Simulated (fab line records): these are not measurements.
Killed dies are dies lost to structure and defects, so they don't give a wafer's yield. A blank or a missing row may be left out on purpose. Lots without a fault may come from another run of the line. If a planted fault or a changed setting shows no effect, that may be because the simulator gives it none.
fab line records ; flow sky130
[record] lots = 11; wafers = 33; lastDay = 49
route steps=708 shown SD_N@356 LI_CONTACT@381 LOCAL_INTERCONNECT@389 CONTACT@406 PAD_OPEN@708
lots that met no fault: from a run of the same line without faults
startH: hours from the record's first day to the start of the lot's first wafer shown ; waitH: how many hours have passed since the lot's step before this one ; " the same as in the row above ; L1.1+2: a row that stands for several wafers ; - no value, or no start was given ; * or withheld: withheld ; < > ~ a bound
route shown NAME@n: NAME is a module with steps in the file, n the number in the route of the first one ; usual: the fault-free wafers' mean and standard deviation ; same: alike in all rows ; chamber/n: place in a boat ; sites: the reading at each site ; _std_site: their standard deviation ; _edge_site: outer sites' mean less inner sites' ; radiusMm: for every site, how far away it sits from the centre of the wafer ; mask NAME#n: copy n ; behind: the most recent tool/chamber to have shaped the wafer ; hold: why the lot went on hold/how many hours it stayed there/how the hold came to an end ; device: the transistor (n, p or np) that didn't switch ; end of line: the same wafers' tests at the end of the route ; for a step that has no rows: nothing shown but its recipe ; killed: count of dies lost to structure and defects at first sort (not the wafer's yield) ; map: dies across one wafer; x = killed, . = not, _ = none there
set.NAME: the setting that was run; set.NAME@STEP: the one run at that earlier step ; model.NAME: the simulator's own value behind a step, which no gauge read
the route's steps for a sample of lots (tables are steps, rows are wafers)
services: the hour from which a tool's chamber was out of use, counted from the record's first day as startH (under 0 if before that day), plus the number of hours and why
[[steps]]
[step SKY_SD_N_RTA_14]
[recipe] tempC = 1075; timeS = 2; idleTempC = 650; rampUpCPerS = 150; rampDownCPerS = 90; ambient = N2
[usual] chamberO2Ppm = 1.998/0.023; lampPowerPct = 15.74/0.047; wafer_temp_C_max = 1078.0/1.5
lot.wafer;tool;chamber;startH;waitH;chamberO2Ppm;lampPowerPct;wafer_temp_C_max
L579.3;rtpAnneal-01;0;649.52;0.0;1.935;15.75;1079.4
L579.5;rtpAnneal-01;0;649.52;0.0;1.982;15.72;1078.9
L579.6;rtpAnneal-01;0;649.52;0.0;1.954;15.74;1076.0
L582.3;rtpAnneal-02;0;706.05;0.0;2.004;15.71;1077.7
L582.4;rtpAnneal-02;0;706.05;0.0;1.977;15.67;1077.7
L582.6;rtpAnneal-02;0;706.05;0.0;1.984;15.70;1074.8
L584.1;rtpAnneal-01;0;709.24;0.0;1.985;15.71;1079.9
L584.3;rtpAnneal-01;0;709.24;0.0;2.008;15.79;1077.5
L584.6;rtpAnneal-01;0;709.24;0.0;2.004;15.64;1076.5
L585.1;rtpAnneal-02;0;710.01;0.0;1.995;15.69;1076.2
L585.4;rtpAnneal-02;0;710.01;0.0;1.973;15.65;1078.2
L585.5;rtpAnneal-02;0;710.01;0.0;1.984;15.63;1078.2
L583.2;rtpAnneal-01;0;710.75;0.0;1.966;15.75;1077.2
L583.3;rtpAnneal-01;0;710.75;0.0;2.004;15.82;1077.5
L583.5;rtpAnneal-01;0;710.75;0.0;1.993;15.73;1077.1
L586.1;rtpAnneal-02;0;714.05;0.0;2.053;15.69;1079.7
L586.2;rtpAnneal-02;0;714.05;0.0;1.987;15.81;1077.9
L586.4;rtpAnneal-02;0;714.05;0.0;2.044;15.83;1076.6
L588.1;rtpAnneal-01;0;739.44;0.0;1.992;15.69;1075.8
L588.2;rtpAnneal-01;0;739.44;0.0;1.998;15.76;1079.4
L588.5;rtpAnneal-01;0;739.44;0.0;1.986;15.67;1079.8
L591.1;rtpAnneal-01;0;750.75;0.0;1.969;15.67;1078.1
L591.3;rtpAnneal-01;0;750.75;0.0;1.956;15.77;1079.5
L591.6;rtpAnneal-01;0;750.75;0.0;2.001;15.73;1079.4
L594.1;rtpAnneal-02;0;775.86;0.0;2.015;15.71;1076.0
L594.5;rtpAnneal-02;0;775.86;0.0;2.030;15.70;1080.3
L594.6;rtpAnneal-02;0;775.86;0.0;2.014;15.73;1076.3
L598.3;rtpAnneal-02;0;800.27;0.0;1.971;15.69;1077.2
L598.4;rtpAnneal-02;0;800.27;0.0;1.993;15.78;1079.0
L598.6;rtpAnneal-02;0;800.27;0.0;2.008;15.81;1076.9
L599.1;rtpAnneal-01;0;804.31;0.0;1.966;15.73;1078.3
L599.5;rtpAnneal-01;0;804.31;0.0;1.951;15.77;1081.9
L599.6;rtpAnneal-01;0;804.31;0.0;1.999;15.69;1079.7
[step SKY_LI_CONTACT_SPUTTER_19]
[recipe] material = Ti; targetThkNm = 20; chamberPressurePa = 5; powerW = 2500; substrateTempC = 200; timeS = 106.37
[usual] throttleValvePct = 30.2/0.66
lot.wafer;tool;chamber;startH;waitH;throttleValvePct
L579.3;pvdSputter-03;-;680.22;0.0;30.3
L579.5;pvdSputter-03;-;680.22;0.0;30.5
L579.6;pvdSputter-03;-;680.22;0.0;30.7
L582.3;pvdSputter-03;-;734.97;0.0;30.2
L582.4;pvdSputter-03;-;734.97;0.0;30.4
L582.6;pvdSputter-03;-;734.97;0.0;30.1
L584.1;pvdSputter-01;-;738.45;0.0;29.0
L584.3;pvdSputter-01;-;738.45;0.0;31.2
L584.6;pvdSputter-01;-;738.45;0.0;29.6
L585.1;pvdSputter-01;-;738.93;0.0;29.7
L585.4;pvdSputter-01;-;738.93;0.0;30.9
L585.5;pvdSputter-01;-;738.93;0.0;28.9
L583.2;pvdSputter-01;-;739.67;0.0;28.7
L583.3;pvdSputter-01;-;739.67;0.0;29.9
L583.5;pvdSputter-01;-;739.67;0.0;30.8
L586.1;pvdSputter-03;-;743.00;0.0;29.8
L586.2;pvdSputter-03;-;743.00;0.0;30.7
L586.4;pvdSputter-03;-;743.00;0.0;30.8
L588.1;pvdSputter-03;-;768.07;0.0;31.0
L588.2;pvdSputter-03;-;768.07;0.0;30.6
L588.5;pvdSputter-03;-;768.07;0.0;30.5
L591.1;pvdSputter-04;-;779.05;0.0;29.5
L591.3;pvdSputter-04;-;779.05;0.0;28.5
L591.6;pvdSputter-04;-;779.05;0.0;30.7
L594.1;pvdSputter-04;-;804.17;0.0;29.6
L594.5;pvdSputter-04;-;804.17;0.0;29.0
L594.6;pvdSputter-04;-;804.17;0.0;30.1
L598.3;pvdSputter-04;-;828.07;0.0;30.2
L598.4;pvdSputter-04;-;828.07;0.0;29.7
L598.6;pvdSputter-04;-;828.07;0.0;29.6
L599.1;pvdSputter-03;-;832.73;0.0;30.7
L599.5;pvdSputter-03;-;832.73;0.0;30.7
L599.6;pvdSputter-03;-;832.73;0.0;30.8
[step SKY_LOCAL_INTERCONNECT_THK_MEAS_02]
[recipe] thkMeasGauge = xrf; reads = TiN_of_LOCAL_INTERCONNECT_SPUTTER_00
[usual] LOCAL_INTERCONNECT_TIN_THK = 101.2/1.3
lot.wafer;tool;chamber;startH;waitH;LOCAL_INTERCONNECT_TIN_THK[nm]
L579.3;filmMetro-02;-;681.16;0.1;101.7
L579.5;filmMetro-02;-;681.16;0.1;101.7
L579.6;filmMetro-02;-;681.16;0.1;101.3
L582.3;filmMetro-03;-;736.04;0.1;101.5
L582.4;filmMetro-03;-;736.04;0.1;101.7
L582.6;filmMetro-03;-;736.04;0.1;101.0
L584.1;filmMetro-02;-;739.41;0.1;102.0
L584.3;filmMetro-02;-;739.41;0.1;102.1
L584.6;filmMetro-02;-;739.41;0.1;101.3
L585.1;filmMetro-02;-;739.85;0.1;100.9
L585.4;filmMetro-02;-;739.85;0.1;101.7
L585.5;filmMetro-02;-;739.85;0.1;101.5
L583.2;filmMetro-02;-;740.60;0.1;100.1
L583.3;filmMetro-02;-;740.60;0.1;99.5
L583.5;filmMetro-02;-;740.60;0.1;100.5
L586.1;filmMetro-03;-;743.92;0.1;100.8
L586.2;filmMetro-03;-;743.92;0.1;100.9
L586.4;filmMetro-03;-;743.92;0.1;100.4
L588.1;filmMetro-03;-;769.01;0.1;101.6
L588.2;filmMetro-03;-;769.01;0.1;101.0
L588.5;filmMetro-03;-;769.01;0.1;100.4
L591.1;filmMetro-03;-;779.97;0.1;102.6
L591.3;filmMetro-03;-;779.97;0.1;104.8
L591.6;filmMetro-03;-;779.97;0.1;103.4
L594.1;filmMetro-02;-;805.09;0.1;99.1
L594.5;filmMetro-02;-;805.09;0.1;99.4
L594.6;filmMetro-02;-;805.09;0.1;98.3
L598.3;filmMetro-02;-;829.01;0.1;101.2
L598.4;filmMetro-02;-;829.01;0.1;101.2
L598.6;filmMetro-02;-;829.01;0.1;101.5
L599.1;filmMetro-01;-;833.65;0.1;99.8
L599.5;filmMetro-01;-;833.65;0.1;100.2
L599.6;filmMetro-01;-;833.65;0.1;99.6
[step SKY_CONTACT_CVD_00]
[recipe] material = Si3N4; targetThkNm = 75; tempC = 400; timeS = withheld; rfW = 450
[usual] heaterPowerOuterW = 431/52; heaterPowerW = 720/75
lot.wafer;tool;chamber;startH;waitH;heaterPowerOuterW;heaterPowerW
L579.3;pecvd-01;0;710.21;0.0;466;778
L579.5;pecvd-01;1;710.21;0.0;398;688
L579.6;pecvd-01;0;710.21;0.0;450;762
L582.3;pecvd-01;1;764.05;0.0;440;773
L582.4;pecvd-01;2;764.05;0.0;470;769
L582.6;pecvd-01;0;764.05;0.0;477;805
L584.1;pecvd-02;0;767.40;0.0;398;658
L584.3;pecvd-02;2;767.40;0.0;425;671
L584.6;pecvd-02;2;767.40;0.0;430;684
L585.1;pecvd-01;1;767.55;0.0;445;760
L585.4;pecvd-01;0;767.55;0.0;452;759
L585.5;pecvd-01;2;767.55;0.0;473;754
L583.2;pecvd-02;2;768.70;0.0;435;688
L583.3;pecvd-02;1;768.70;0.0;461;795
L583.5;pecvd-02;2;768.70;0.0;433;699
L586.1;pecvd-03;2;772.10;0.0;524;847
L586.2;pecvd-03;0;772.10;0.0;402;702
L586.4;pecvd-03;1;772.10;0.0;421;759
L588.1;pecvd-02;0;797.08;0.0;366;632
L588.2;pecvd-02;2;797.08;0.0;416;682
L588.5;pecvd-02;0;797.08;0.0;380;635
L591.1;pecvd-03;0;807.30;0.0;392;666
L591.3;pecvd-03;2;807.30;0.0;507;847
L591.6;pecvd-03;1;807.30;0.0;421;721
L591.1;pecvd-03;0;807;-;388;669
L591.3;pecvd-03;2;807;-;515;818
L591.6;pecvd-03;1;807;-;421;735
L594.1;pecvd-03;2;832.78;0.0;514;829
L594.5;pecvd-03;2;832.78;0.0;519;835
L594.6;pecvd-03;0;832.78;0.0;462;778
L594.1;pecvd-03;2;832;-;498;836
L594.5;pecvd-03;2;832;-;516;813
L594.6;pecvd-03;0;832;-;470;789
L598.3;pecvd-03;0;856.36;0.0;374;639
L598.4;pecvd-03;2;856.36;0.0;510;832
L598.6;pecvd-03;0;856.36;0.0;385;651
L599.1;pecvd-03;2;860.38;0.0;556;886
L599.5;pecvd-03;0;860.38;0.0;433;743
L599.6;pecvd-03;2;860.38;0.0;548;883
[step SKY_CONTACT_THK_MEAS_01]
[recipe] reads = Si3N4_of_CONTACT_CVD_00
[usual] CONTACT_CVD_00_THK = 74.9/0.88
lot.wafer;tool;chamber;startH;waitH;CONTACT_CVD_00_THK[nm]
L579.3;filmMetro-04;-;710.26;-;75.4
L579.5;filmMetro-04;-;710.26;-;76.5
L579.6;filmMetro-04;-;710.26;-;75.7
L582.3;filmMetro-04;-;764.10;-;73.7
L582.4;filmMetro-04;-;764.10;-;76.5
L582.6;filmMetro-04;-;764.10;-;76.1
L584.1;filmMetro-02;-;767.43;-;74.0
L584.3;filmMetro-02;-;767.43;-;73.4
L584.6;filmMetro-02;-;767.43;-;74.7
L585.1;filmMetro-02;-;767.58;-;74.9
L585.4;filmMetro-02;-;767.58;-;76.3
L585.5;filmMetro-02;-;767.58;-;76.7
L583.2;filmMetro-02;-;768.74;-;73.6
L583.3;filmMetro-02;-;768.74;-;74.6
L583.5;filmMetro-02;-;768.74;-;75.0
L586.1;filmMetro-04;-;772.13;-;73.8
L586.2;filmMetro-04;-;772.13;-;74.3
L586.4;filmMetro-04;-;772.13;-;75.5
L588.1;filmMetro-04;-;797.11;-;73.9
L588.2;filmMetro-04;-;797.11;-;74.3
L588.5;filmMetro-04;-;797.11;-;74.5
L591.1;filmMetro-02;-;807.53;-;149.3
L591.3;filmMetro-02;-;807.53;-;149.5
L591.6;filmMetro-02;-;807.53;-;152.0
L594.1;filmMetro-02;-;833.01;-;149.7
L594.5;filmMetro-02;-;833.01;-;151.9
L594.6;filmMetro-02;-;833.01;-;152.7
L598.3;filmMetro-02;-;856.41;-;75.2
L598.4;filmMetro-02;-;856.41;-;76.0
L598.6;filmMetro-02;-;856.41;-;76.1
L599.1;filmMetro-01;-;860.42;-;74.3
L599.5;filmMetro-01;-;860.42;-;75.1
L599.6;filmMetro-01;-;860.42;-;76.1
[step SKY_CONTACT_ETCH_18]
[recipe] target = Si3N4; chemistry = CHF3/O2; stopOn = TiN; sourceW = 600; biasW = 200; pressureMtorr = 40; chf3FlowSccm = 50; O2_flow_sccm = 5; timeS = 39; targetDepthA = 750
[usual] drypumpMotorCurrentA = 5.6/0.49; oesProductAu = 0.854/0.0072; throttleValvePct = 8.793/0.0096
lot.wafer;tool;chamber;startH;waitH;drypumpMotorCurrentA;oesProductAu;rfHoursCounterH;throttleValvePct
L579.3;rieDiel-04;3;-;-;5.7;0.856;8;8.788
L579.5;rieDiel-04;3;-;-;5.7;0.866;-;8.807
L579.6;rieDiel-04;2;-;-;6.0;0.856;-;8.795
L582.3;rieDiel-03;1;-;-;5.4;0.843;37;8.790
L582.4;rieDiel-03;2;-;-;4.9;0.867;-;8.789
L582.6;rieDiel-03;3;-;-;6.4;0.851;-;8.812
L584.1;rieDiel-03;3;-;-;6.4;0.852;11;8.780
L584.3;rieDiel-03;1;-;-;5.4;0.847;37;8.781
L584.6;rieDiel-03;3;-;-;6.4;0.859;-;8.788
L585.1;rieDiel-02;1;-;-;5.4;0.847;7;8.799
L585.4;rieDiel-02;0;-;-;5.9;0.861;20;8.809
L585.5;rieDiel-02;2;-;-;5.1;0.869;-;8.799
L583.2;rieDiel-02;0;-;-;5.9;0.848;20;8.781
L583.3;rieDiel-02;3;-;-;5.5;0.851;6;8.804
L583.5;rieDiel-02;2;-;-;5.1;0.856;-;8.796
L586.1;rieDiel-04;3;-;-;5.8;0.839;10;8.794
L586.2;rieDiel-04;1;-;-;6.2;0.842;11;8.780
L586.4;rieDiel-04;0;-;-;6.2;0.859;0;8.792
L588.1;rieDiel-02;3;-;-;5.5;0.844;7;8.807
L588.2;rieDiel-02;0;-;-;6.0;0.851;21;8.790
L588.5;rieDiel-02;2;-;-;5.1;0.851;-;8.783
L591.1;rieDiel-02;2;-;-;5.1;0.988;9;8.821
L591.3;rieDiel-02;0;-;-;5.9;0.995;21;8.829
L591.6;rieDiel-02;0;-;-;5.9;0.993;-;8.826
L594.1;rieDiel-03;2;-;-;4.9;1.003;27;8.834
L594.5;rieDiel-03;3;-;-;6.4;1.004;-;8.817
L594.6;rieDiel-03;0;-;-;4.7;0.994;-;8.842
L598.3;rieDiel-04;1;-;-;6.1;0.850;14;8.795
L598.4;rieDiel-04;0;-;-;6.3;0.859;3;8.798
L598.6;rieDiel-04;1;-;-;6.2;0.862;-;8.784
L599.1;rieDiel-04;1;-;-;6.2;0.847;15;8.794
L599.5;rieDiel-04;3;-;-;5.7;0.854;-;8.781
L599.6;rieDiel-04;2;-;-;6.0;0.855;-;8.793
[step SKY_PAD_OPEN_PROBE_99]
[usual] killed_at_M0_to_M3 = 43/6.5; killed_at_M4_up = 3.5/1.9; killedAtContacts = 24/5.4; killedAtFrontEnd = 16/4.8; killedAtOther = 0.4/0.64; killedDies = 87/9.4; killedOnRim = 18/4.1; killedOpen = 47/7; killedShort = 40/6.3
[same] grossDies = 492; killedAtBackSide = 0
lot.wafer;tool;chamber;startH;waitH;killed_at_M0_to_M3;killed_at_M4_up;killedAtContacts;killedAtFrontEnd;killedAtOther;killedDies;killedOnRim;killedOpen;killedShort
L582.3;prober-01;-;1118.95;0.2;36;2;27;12;0;77;14;48;29
L582.4;prober-01;-;1119.00;0.2;41;4;22;16;0;83;19;46;37
L582.6;prober-01;-;1119.10;0.2;31;4;28;22;2;87;22;42;44
L583.2;prober-02;-;1124.19;0.1;47;2;21;11;0;81;20;39;42
L583.3;prober-02;-;1124.24;0.2;35;2;39;10;0;86;20;50;36
L583.5;prober-02;-;1124.34;0.2;34;7;32;14;0;87;15;50;37
L588.1;prober-01;-;1143.31;0.1;45;3;27;10;1;86;23;38;47
L588.2;prober-01;-;1143.36;0.1;44;5;27;8;1;85;16;44;39
L588.5;prober-01;-;1143.51;0.2;42;4;26;15;0;87;21;49;37
L591.1;prober-01;-;1149.16;0.1;44;0;429;19;0;492;96;51;34
L591.3;prober-01;-;1149.26;0.2;43;2;429;17;1;492;96;40;49
L591.6;prober-01;-;1149.41;0.2;48;3;426;15;0;492;96;47;45
L594.1;prober-02;-;1165.10;0.1;47;6;418;21;0;492;96;62;44
L594.5;prober-02;-;1165.30;0.2;37;5;435;15;0;492;96;45;34
L594.6;prober-02;-;1165.35;0.2;41;3;432;16;0;492;96;54;29
// killed by level:class
L582.3 CONTACT:geometricParticle:open=13 VIA3:geometricParticle:open=10 VIA1:geometricParticle:open=9 LOCAL_INTERCONNECT:geometricParticle:short=7 LI_CONTACT:geometricParticle:open=4 METAL1:geometricParticle:short=4 METAL3:geometricParticle:short=4 SONOS_ONO:geometricParticle:open=3
L582.4 CONTACT:geometricParticle:open=10 VIA2:geometricParticle:open=8 METAL2:geometricParticle:short=7 VIA3:geometricParticle:open=7 POLY_GATE:geometricParticle:open=4 LOCAL_INTERCONNECT:geometricParticle:short=4 VIA1:geometricParticle:short=4 VIA1:geometricParticle:open=4
L582.6 CONTACT:geometricParticle:open=11 FIELD_ISO:geometricParticle:short=6 LI_CONTACT:geometricParticle:open=6 FIELD_ISO:geometricParticle:open=5 CONTACT:geometricParticle:short=5 METAL2:geometricParticle:short=5 VIA2:geometricParticle:open=5 METAL3:geometricParticle:short=5
L583.2 VIA2:geometricParticle:open=13 METAL2:geometricParticle:short=9 LI_CONTACT:geometricParticle:open=8 LOCAL_INTERCONNECT:geometricParticle:short=6 VIA1:geometricParticle:open=6 VIA3:geometricParticle:open=5 CONTACT:geometricParticle:short=4 METAL1:geometricParticle:short=4
L583.3 LI_CONTACT:geometricParticle:open=12 CONTACT:geometricParticle:open=10 LOCAL_INTERCONNECT:geometricParticle:short=7 VIA2:geometricParticle:open=7 VIA1:geometricParticle:open=6 CONTACT:geometricParticle:short=5 VIA1:geometricParticle:short=5 POLY_GATE:geometricParticle:open=4
L583.5 CONTACT:geometricParticle:open=12 LI_CONTACT:geometricParticle:open=10 VIA1:geometricParticle:open=8 METAL4:geometricParticle:short=7 VIA1:geometricParticle:short=5 POLY_GATE:geometricParticle:open=4 LI_CONTACT:geometricParticle:short=4 CONTACT:geometricParticle:short=4
L588.1 VIA1:geometricParticle:open=9 VIA2:geometricParticle:open=8 LOCAL_INTERCONNECT:geometricParticle:short=8 FIELD_ISO:geometricParticle:short=6 CONTACT:geometricParticle:open=6 VIA3:geometricParticle:open=6 LI_CONTACT:geometricParticle:open=5 CONTACT:geometricParticle:short=5
L588.2 LI_CONTACT:geometricParticle:open=11 CONTACT:geometricParticle:open=10 VIA1:geometricParticle:open=7 METAL2:geometricParticle:short=7 VIA1:geometricParticle:short=6 VIA2:geometricParticle:open=5 METAL1:geometricParticle:short=5 METAL4:geometricParticle:short=5
L588.5 LI_CONTACT:geometricParticle:open=9 VIA2:geometricParticle:open=8 VIA1:geometricParticle:open=8 CONTACT:geometricParticle:open=7 METAL2:geometricParticle:short=6 CONTACT:geometricParticle:short=5 VIA3:geometricParticle:open=5 FIELD_ISO:geometricParticle:open=4
L591.1 CONTACT:areaEtch=407 VIA1:geometricParticle:open=12 CONTACT:geometricParticle:open=8 VIA3:geometricParticle:open=7 METAL1:geometricParticle:short=6 LI_CONTACT:geometricParticle:open=5 VIA2:geometricParticle:open=5 FIELD_ISO:geometricParticle:open=4
L591.3 CONTACT:areaEtch=403 CONTACT:geometricParticle:open=11 METAL1:geometricParticle:short=11 VIA1:geometricParticle:open=8 METAL2:geometricParticle:short=5 FIELD_ISO:geometricParticle:open=4 POLY_GATE:geometricParticle:open=4 POLY_GATE:geometricParticle:short=4
L591.6 CONTACT:areaEtch=400 METAL1:geometricParticle:short=11 VIA1:geometricParticle:open=11 CONTACT:geometricParticle:open=10 METAL2:geometricParticle:short=6 VIA2:geometricParticle:open=6 CONTACT:geometricParticle:short=5 FIELD_ISO:geometricParticle:short=4
L594.1 CONTACT:areaEtch=386 VIA1:geometricParticle:open=14 CONTACT:geometricParticle:open=11 LI_CONTACT:geometricParticle:open=9 FIELD_ISO:geometricParticle:open=7 VIA3:geometricParticle:open=7 CONTACT:geometricParticle:short=7 FIELD_ISO:geometricParticle:short=6
L594.5 CONTACT:areaEtch=413 CONTACT:geometricParticle:open=8 VIA1:geometricParticle:open=8 VIA2:geometricParticle:open=6 VIA3:geometricParticle:open=6 POLY_GATE:geometricParticle:open=5 CONTACT:geometricParticle:short=5 VIA2:geometricParticle:short=4
L594.6 CONTACT:areaEtch=409 VIA1:geometricParticle:open=15 LI_CONTACT:geometricParticle:open=10 VIA3:geometricParticle:open=8 CONTACT:geometricParticle:open=7 POLY_GATE:geometricParticle:open=6 METAL2:geometricParticle:short=4 VIA1:geometricParticle:short=4
[[services]]
tool;chamber;startH;hours;kind
pecvd-02;-;625.64;0.3;repair
pvdSputter-01;-;628.11;0.7;repair
pecvd-03;2;647.76;1.8;repair
pecvd-01;0;663.06;4.7;repair
pecvd-02;-;668.73;6.0;pm
pvdSputter-04;-;669.81;3.9;repair
rieDiel-04;1;693.39;6.8;repair
rtpAnneal-01;-;703.77;4.6;pm
pvdSputter-03;-;705.14;1.5;repair
rieDiel-04;-;708.68;0.3;repair
rieDiel-02;1;725.74;7.4;repair
rieDiel-04;1;732.00;4.7;repair
pvdSputter-04;-;732.53;12.1;repair
pvdSputter-03;-;736.49;4.8;repair
rieDiel-03;-;771.29;2.8;pm
rieDiel-03;0;790.85;2.9;repair
pvdSputter-04;-;808.60;3.7;repair
pecvd-03;0;811.63;5.9;repair
pvdSputter-01;-;818.68;1.0;repair
rieDiel-03;1;836.31;4.3;repair
pecvd-02;1;859.75;12.0;repair
pecvd-03;-;863.89;5.5;pm
rtpAnneal-02;-;864.76;3.6;pm
pvdSputter-04;-;872.23;7.8;repair
[[key]]
[firstSign] step = SKY_CONTACT_CVD_00; reading = visit; direction = added
[effect] step = SKY_CONTACT_THK_MEAS_01; reading = CONTACT_CVD_00_THK; direction = up; sigmas = 86; usual = 74.9; struck = 150.8
[effect] step = SKY_CONTACT_ETCH_18; reading = oesProductAu; direction = up; sigmas = 20; usual = 0.854; struck = 0.996
[effect] step = SKY_PAD_OPEN_PROBE_99; reading = killedAtContacts; direction = up; sigmas = 74; usual = 24; struck = 428
[moreKillsBornAt] SKY_CONTACT_ETCH_18@rieDiel-02 = 1210; SKY_CONTACT_ETCH_18@rieDiel-03 = 1208
metAt SKY_CONTACT_CVD_00
struckLots L591,L594
laterRowsLeftOut L591.1,L591.3,L591.6,L594.1,L594.5,L594.6
testerLeftOut L591,L594
notActingAt SKY_SD_N_RTA_14,SKY_LI_CONTACT_SPUTTER_19,SKY_LOCAL_INTERCONNECT_THK_MEAS_02
[fault] kind = repeatedStepWhole; tool = pecvd-01,pecvd-02,pecvd-03; chamber = -; onsetH = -; steps = SKY_CONTACT_CVD_00; times = 1; scope = struckLotsOnly
// testerLeftOut: of these lots the tester's yield and bins aren't shown, on N5 and GAA mostly nor the transistor test; their killed dies are dies lost to structure and defects alone, not to doping, threshold or leakage, so they don't give the yield
// laterRowsLeftOut: the simulator's readings of these wafers behind a module that went badly wrong aren't trusted and aren't shown, but for the sort
